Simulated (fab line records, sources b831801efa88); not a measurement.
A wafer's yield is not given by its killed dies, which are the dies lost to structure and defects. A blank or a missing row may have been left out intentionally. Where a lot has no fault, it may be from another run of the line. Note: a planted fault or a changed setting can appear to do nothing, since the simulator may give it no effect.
Chamber matching + flow gf180mcu + GF_M5_ETCH_09 on rieDiel-04 has 4 sister chambers
The step etches Si3N4 in CF4/O2, target depth 52 nm, time 11.6 s. 7 wafers are shown with their chamber, then 8 later ones without.

== EACH WAFER AND ITS CHAMBER ==
| wafer  | chamber | drypumpMotorCurrentA (A) | O2_flow_sccm (sccm) |
|--------|---------|--------------------------|---------------------|
| L977.6 | 2       | 5.7                      | 9.980               |
| L981.2 | 1       | 5.9                      | 9.960               |
| L981.6 | 1       | 6.0                      | 10.002              |
| L982.1 | 2       | 5.7                      | 9.983               |
| L982.5 | 0       | 6.3                      | 9.959               |
| L982.6 | 3       | 5.8                      | 10.029              |
| L987.1 | 0       | 6.2                      | 9.988               |

== WAFERS WITHOUT THEIR CHAMBER ==
| wafer  | drypumpMotorCurrentA (A) | O2_flow_sccm (sccm) |
|--------|--------------------------|---------------------|
| L987.4 | 5.9                      | 9.998               |
| L987.5 | 5.7                      | 10.048              |
| L988.3 | 5.8                      | 9.968               |
| L988.5 | 5.8                      | 9.978               |
| L988.6 | 6.2                      | 10.059              |
| L989.2 | 5.6                      | 10.022              |
| L989.5 | 5.6                      | 10.004              |
| L989.6 | 5.9                      | 9.994               |

== THE CHAMBER EACH PASSED THROUGH ==
| wafer  | from the rows above          | in truth |
|--------|------------------------------|----------|
| L987.4 | can't be placed: 1 or 3      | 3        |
| L987.5 | can't be placed: 3 or 2      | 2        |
| L988.3 | can't be placed: 2 or 1 or 3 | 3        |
| L988.5 | can't be placed: 2 or 3 or 1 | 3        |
| L988.6 | can't be placed: 0 or 1      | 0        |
| L989.2 | can't be placed: 2 or 3      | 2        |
| L989.5 | can't be placed: 2 or 3      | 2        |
| L989.6 | can't be placed: 1 or 3      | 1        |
Correct placement for 0 of the 8. From these rows, 8 cannot be placed; in 8 the true chamber is one of the candidates. 0 placed wrongly.
How it was worked out, from the rows above alone: a wafer's distance from a chamber is the root of the sum, over the readings, of the square of ((its reading less the chamber's mean) divided by the reading's scatter). If the next closest chamber is less than 2 further off than the closest, the wafer can't be placed; otherwise it belongs to the closest. Each chamber's mean is taken over the wafers shown for it. The scatter is the square root of a quotient: the sum, over the shown wafers, of each reading's squared deviation from its chamber's mean, divided by wafers minus chambers.
